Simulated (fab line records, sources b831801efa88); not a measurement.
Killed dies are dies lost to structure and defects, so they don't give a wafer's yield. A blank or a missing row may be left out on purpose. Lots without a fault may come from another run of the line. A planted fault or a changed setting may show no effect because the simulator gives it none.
A struck lot beside a sound one | flow sfq_line | 13 steps out of a route of 325
Sound: wafers L104.4, L104.5, L104.6. Struck: wafers L116.1, L116.3, L116.6. The cause comes at the end.
At each step with rows: each side's tool, then ch and its chambers, then its first start. Under that, the readings that differ: sound wafers | struck wafers | difference of the means | sigmas: that difference in standard deviations of wafers without a fault.
alike: readings whose means differ by less than 2 such deviations, and words and numbers that are the same on both sides. not compared: withheld readings, readings that some wafer has no value for, bounds like >300 that may hide the same value, and numbers for which the record gives no deviation and whose values overlap.
The two part at a step that has a row with sigmas, a row that says differs or no value, or rows on one side only. Numbers that don't overlap but have no deviation are shown without sigmas and don't part them. A reading that every wafer of one side lacks parts them only if that side has two wafers or more.

SFQ_TRILAYER_I3_VIA_BARC_OPEN_VIA_ETCH_121: etches BARC in O2, target depth 125 nm, time 41.7 s.
  sound on rie_diel-02 ch 0,1,2, day 32 19:47; struck on rie_diel-02 ch 0,1,3, day 38 07:54
  alike: drypump_motor_current_A, oes_product_au, rf_fwd_power_W
  not compared: rf_hours_counter_h
SFQ_TRILAYER_I3_VIA_ETCH_VIA_ETCH_088: etches SiO2 in CHF3, stops on Nb, target depth 260 nm.
  sound on rie_diel-02 ch 0,1,2, day 32 19:52; struck on rie_diel-02 ch 0,1,3, day 38 07:56
  alike: drypump_motor_current_A, oes_product_au, rf_fwd_power_W
SFQ_TRILAYER_I3_VIA_STRIP_STRIP_089: strips in O2.
  sound on rie_metal-03 ch 1, day 32 20:31; struck on rie_metal-02 ch 0, day 38 08:03
  alike: drypump_motor_current_A, oes_product_au
  not compared: rf_hours_counter_h
then, 2 steps without rows for these wafers: SFQ_TRILAYER_I3_VIA_STRIP_SOLV_CLEAN_090 (cleans in NMP, time 600 s); SFQ_TRILAYER_M4_DEP_PRE_CLEAN_092 (time 22.5 s).
SFQ_TRILAYER_M4_DEP_SPUTTER_091: material Nb, target thk 200 nm, time 133.3 s.
  sound on pvd_sputter-04, day 32 21:20; struck on pvd_sputter-05, day 38 08:51
  alike: throttle_valve_pct
SFQ_M4_RS_MEAS_924: measures by four-point-probe.
  sound on film_metro-01, day 32 21:29; struck on film_metro-03, day 38 08:56
  alike: M4_NB_RS
then, 4 steps without rows for these wafers: SFQ_TRILAYER_M4_LITHO_COAT_098 (resist thk 62 nm); SFQ_TRILAYER_M4_LITHO_COAT_093 (resist thk 600 nm); SFQ_TRILAYER_M4_LITHO_SOFTBAKE_097; SFQ_TRILAYER_M4_LITHO_EXPOSE_094 (exposes mask M4, target cd 500 nm).
-- the record jumps here: 2 days lie between the struck wafers' starts before and after --
SFQ_TRILAYER_M4_LITHO_PEB_096: peb time 60 s.
  sound on litho_track-03 ch 0, day 35 07:37; struck on litho_track-02 ch 0, day 40 20:46
  reading                  | sound                | struck               | difference | sigmas
  heater_power_total_W (W) | 79.09 79.15 79.20    | 70.13 70.18 70.13    | -9.00      | -99 or more
  plate_temp_C (C)         | 114.81 114.81 114.68 | 105.07 105.15 105.20 | -9.63      | -74
then, 1 step without rows for these wafers: SFQ_TRILAYER_M4_LITHO_DEVELOP_095 (time 60 s).

WHERE THEY PART
Only at SFQ_TRILAYER_M4_LITHO_PEB_096, within this record.

WHY: what the simulator had put in
Process parameter drift: litho_track-02, from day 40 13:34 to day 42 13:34, at SFQ_TRILAYER_M4_LITHO_PEB_096. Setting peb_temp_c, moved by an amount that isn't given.
